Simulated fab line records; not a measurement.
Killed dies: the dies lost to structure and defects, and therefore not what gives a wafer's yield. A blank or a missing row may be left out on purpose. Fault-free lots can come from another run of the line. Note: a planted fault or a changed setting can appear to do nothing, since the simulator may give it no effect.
Commonality check across tools -- flow sky130 -- Sample size 13 lots and 39 wafers

## WHAT PROMPTED THE OPENING
At SKY_LDD_P_TW_MEAS_11 the reading LDD_P_TW is flagged on 1 of 13 lots. No-fault wafers: 637, standard deviation 7.3.
Rule: flag the lot when none of its wafers has a number, or when each of its wafers that has one lies beyond 4 standard deviations from that mean. The other lots count as sound.

lot,measured,on,"LDD_P_TW, wafer by wafer",flag
L574,day 18 20:43,film metro-01,628 629 628,
L576,day 19 23:34,film metro-03,646 650 646,
L577,day 20 11:26,film metro-02,30 30 30,FLAGGED
L578,day 20 12:04,film metro-01,629 632 626,
L580,day 21 16:47,film metro-01,626 628 628,
L587,day 24 05:46,film metro-02,638 639 641,
L586,day 24 06:41,film metro-02,641 641 637,
L589,day 24 19:20,film metro-01,627 630 626,
L590,day 25 03:58,film metro-03,648 645 650,
L591,day 25 11:32,film metro-03,650 652 646,
L593,day 25 21:38,film metro-02,639 638 636,
L596,day 27 00:22,film metro-01,628 627 630,
L597,day 28 01:58,film metro-01,635 633 629,
The numbers of the flagged lots are 30 on average: -607 against the usual, or -83 standard deviations.

## TOOL THAT RAN EACH LOT
The record holds 2 process steps before the reading, out of a route of 708 steps. Every cell lists first the tool, next ch and the chambers used by the sampled wafers, and last the start.
lot,flag,SKY_LDD_N_STRIP_16,SKY_LDD_P_STRIP_10
L574,,"plasma asher-03 ch 1, day 17 15:17","plasma asher-01 ch 0,1, day 18 20:37"
L576,,"plasma asher-01 ch 0,1, day 18 17:15","plasma asher-01 ch 0,1, day 19 23:28"
L577,FLAGGED,"plasma asher-03 ch 0,1, day 19 06:17","plasma asher-03 ch 0,1, day 20 11:19"
L578,,"plasma asher-02 ch 0,1, day 19 06:35","plasma asher-01 ch 0,1, day 20 11:58"
L580,,"plasma asher-02 ch 0,1, day 20 08:23","plasma asher-03 ch 0,1, day 21 16:42"
L587,,"plasma asher-03 ch 0,1, day 23 00:20","plasma asher-01 ch 0,1, day 24 05:40"
L586,,"plasma asher-01 ch 0,1, day 23 00:46","plasma asher-01 ch 0,1, day 24 06:34"
L589,,"plasma asher-03 ch 0,1, day 23 12:50","plasma asher-04 ch 0,1, day 24 19:15"
L590,,"plasma asher-03 ch 0,1, day 23 21:41","plasma asher-03 ch 0,1, day 25 03:52"
L591,,"plasma asher-02 ch 0,1, day 24 05:14","plasma asher-01 ch 0,1, day 25 11:26"
L593,,"plasma asher-03 ch 0,1, day 24 14:59","plasma asher-03 ch 0,1, day 25 21:32"
L596,,"plasma asher-01 ch 1, day 25 18:17","plasma asher-03 ch 0,1, day 27 00:16"
L597,,"plasma asher-03 ch 0,1, day 26 20:41","plasma asher-03 ch 0,1, day 28 01:52"
What is done by these steps:
- SKY_LDD_N_STRIP_16: strips in O2/N2.
- SKY_LDD_P_STRIP_10: strips in O2/N2.
- SKY_LDD_P_TW_MEAS_11

## FLAGGED AGAINST TOTAL, ONE TOOL AT A TIME (gauges that did the reading follow at the end)
step,tool,lots run,flagged,share of the flagged lots,sound lots run after its first flagged lot
SKY_LDD_N_STRIP_16,plasma asher-01,3,0,none,-
SKY_LDD_N_STRIP_16,plasma asher-02,3,0,none,-
SKY_LDD_N_STRIP_16,plasma asher-03,7,1,all,"5 (L587,L589,L590,L593,L597)"
SKY_LDD_P_STRIP_10,plasma asher-01,6,0,none,-
SKY_LDD_P_STRIP_10,plasma asher-03,6,1,all,"5 (L580,L590,L593,L596,L597)"
SKY_LDD_P_STRIP_10,plasma asher-04,1,0,none,-
SKY_LDD_P_TW_MEAS_11,film metro-01,6,0,none,-
SKY_LDD_P_TW_MEAS_11,film metro-02,4,1,all,"3 (L587,L586,L593)"
SKY_LDD_P_TW_MEAS_11,film metro-03,3,0,none,-

## WHAT THE TABLE ALLOWS
All flagged lots were run by 3 table rows, namely plasma asher-03 at SKY_LDD_N_STRIP_16, plasma asher-03 at SKY_LDD_P_STRIP_10, film metro-02 at SKY_LDD_P_TW_MEAS_11.
- plasma asher-03 at SKY_LDD_N_STRIP_16 ran 7 lots, 1 of them flagged. Lots that were sound ran on it after the first flagged one (L587, L589, L590, L593, L597); a persistent fault on the entire tool would not allow that. Its own readings lie more than 4 standard deviations out on every wafer of the flagged lots: oes product au.
- plasma asher-03 at SKY_LDD_P_STRIP_10 ran 6 lots, 1 of them flagged. Lots that were sound ran on it after the first flagged one (L580, L590, L593, L596, L597); a persistent fault on the entire tool would not allow that. Its own readings lie more than 4 standard deviations out on every wafer of the flagged lots: strip time to endpoint s.
- film metro-02 at SKY_LDD_P_TW_MEAS_11 ran 4 lots, 1 of them flagged. Lots that were sound ran on it after the first flagged one (L587, L586, L593); a persistent fault on the entire tool would not allow that.
None of the table's rows ran every flagged lot and, after the first, no sound lot.

## WHAT HAD BEEN PUT IN BY THE SIMULATOR
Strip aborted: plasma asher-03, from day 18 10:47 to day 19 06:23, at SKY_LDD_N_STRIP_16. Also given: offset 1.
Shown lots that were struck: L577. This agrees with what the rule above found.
